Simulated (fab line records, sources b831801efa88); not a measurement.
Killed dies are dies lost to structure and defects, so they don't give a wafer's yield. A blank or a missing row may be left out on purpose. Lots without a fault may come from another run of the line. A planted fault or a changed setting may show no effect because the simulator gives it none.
A struck lot beside a sound one | flow sky130 | 16 steps out of a route of 708
Sound: wafers L577.1, L577.5, L577.6. Struck: wafers L592.3, L592.4, L592.6. The cause comes at the end.
At each step with rows: each side's tool, then ch and its chambers, then its first start. Under that, the readings that differ: sound wafers | struck wafers | difference of the means | sigmas: that difference in standard deviations of wafers without a fault.
alike: readings whose means differ by less than 2 such deviations, and words and numbers that are the same on both sides. not compared: withheld readings, readings that some wafer has no value for, bounds like >300 that may hide the same value, and numbers for which the record gives no deviation and whose values overlap.
The two part at a step that has a row with sigmas, a row that says differs or no value, or rows on one side only. Numbers that don't overlap but have no deviation are shown without sigmas and don't part them. A reading that every wafer of one side lacks parts them only if that side has two wafers or more.

SKY_VT_ADJUST_HVTR_OVL_MEAS_08:
  sound on overlay-02, day 9 20:32; struck on overlay-01, day 13 22:43
  alike: VT_ADJUST_HVTR_OVL
then, 1 step without rows for these wafers: SKY_VT_ADJUST_HVTR_IMPLANT_09.
SKY_VT_ADJUST_HVTR_STRIP_10: strips in O2/N2.
  sound on plasma_asher-04 ch 0,1, day 9 20:59; struck on plasma_asher-01 ch 0,1, day 13 22:55
  reading                      | sound             | struck            | difference | sigmas
  strip_time_to_endpoint_s (s) | 14.13 14.17 14.07 | 14.26 14.26 14.26 | +0.14      | +3
  alike: drypump_motor_current_A, oes_product_au
  not compared: rf_hours_counter_h
SKY_VT_ADJUST_HVTR_TW_MEAS_11:
  sound on film_metro-01, day 9 21:05; struck on film_metro-04, day 13 23:01
  alike: VT_ADJUST_HVTR_TW
then, 7 steps without rows for these wafers: SKY_VT_ADJUST_PCH_DEHYDRATE_00 (time 60 s); SKY_VT_ADJUST_PCH_HMDS_01 (prime time 60 s); SKY_VT_ADJUST_PCH_COAT_02 (resist thk 3000 nm); SKY_VT_ADJUST_PCH_SOFTBAKE_03; SKY_VT_ADJUST_PCH_EXPOSE_04 (exposes mask NWM, target cd 840 nm); SKY_VT_ADJUST_PCH_PEB_05; SKY_VT_ADJUST_PCH_DEVELOP_06 (develop time 60 s).
SKY_VT_ADJUST_PCH_OVL_MEAS_07:
  sound on overlay-01, day 10 14:53; struck on overlay-02, day 15 01:50
  alike: VT_ADJUST_PCH_OVL
SKY_VT_ADJUST_PCH_IMPLANT_08:
  sound on implanter-02 ch 0, day 10 14:55; struck on implanter-03 ch 0, day 15 01:55
  reading                          | sound                      | struck                         | difference | sigmas
  beam_on_s (s)                    | 9.65 10.20 10.42           | 12.28 12.55 12.25              | +2.27      | +10
  end_station_pressure_torr (Torr) | 5.29e-06 5.06e-06 5.22e-06 | 9.937e-05 0.00010217 0.0001067 | +9.756e-05 | +99 or more
  faraday_current_uA               | 2.91 2.76 2.72             | 2.32 2.28 2.32                 | -0.49      | -8
SKY_VT_ADJUST_PCH_STRIP_09: strips in O2/N2.
  sound on plasma_asher-01 ch 0,1, day 10 15:04; struck on plasma_asher-03 ch 0,1, day 15 02:03
  alike: drypump_motor_current_A, oes_product_au, strip_time_to_endpoint_s
  not compared: rf_hours_counter_h
SKY_VT_ADJUST_PCH_TW_MEAS_10:
  sound on film_metro-04, day 10 15:10; struck on film_metro-02, day 15 02:22
  reading          | sound             | struck            | difference | sigmas
  VT_ADJUST_PCH_TW | 140.4 140.2 140.0 | 152.3 152.0 152.5 | +12.1      | +7
  not compared: hold
-- the record jumps here: 34 days lie between the struck wafers' starts before and after (it left off in module VT_ADJUST_PCH and takes up again in module PAD_OPEN, whose first step shown is number 708 of the route) --
SKY_PAD_OPEN_PROBE_99:
  sound on prober-01, day 46 03:39; struck on prober-02, day 49 07:33
  alike: killed_at_M0_to_M3, killed_at_M4_up, killed_at_contacts, killed_at_front_end, killed_at_other, killed_dies, killed_open, killed_short

WHERE THEY PART
First at SKY_VT_ADJUST_HVTR_STRIP_10; last, within this record, at SKY_VT_ADJUST_PCH_TW_MEAS_10. Later steps at which nothing parts them and some readings are alike: SKY_PAD_OPEN_PROBE_99.

WHY: what the simulator had put in
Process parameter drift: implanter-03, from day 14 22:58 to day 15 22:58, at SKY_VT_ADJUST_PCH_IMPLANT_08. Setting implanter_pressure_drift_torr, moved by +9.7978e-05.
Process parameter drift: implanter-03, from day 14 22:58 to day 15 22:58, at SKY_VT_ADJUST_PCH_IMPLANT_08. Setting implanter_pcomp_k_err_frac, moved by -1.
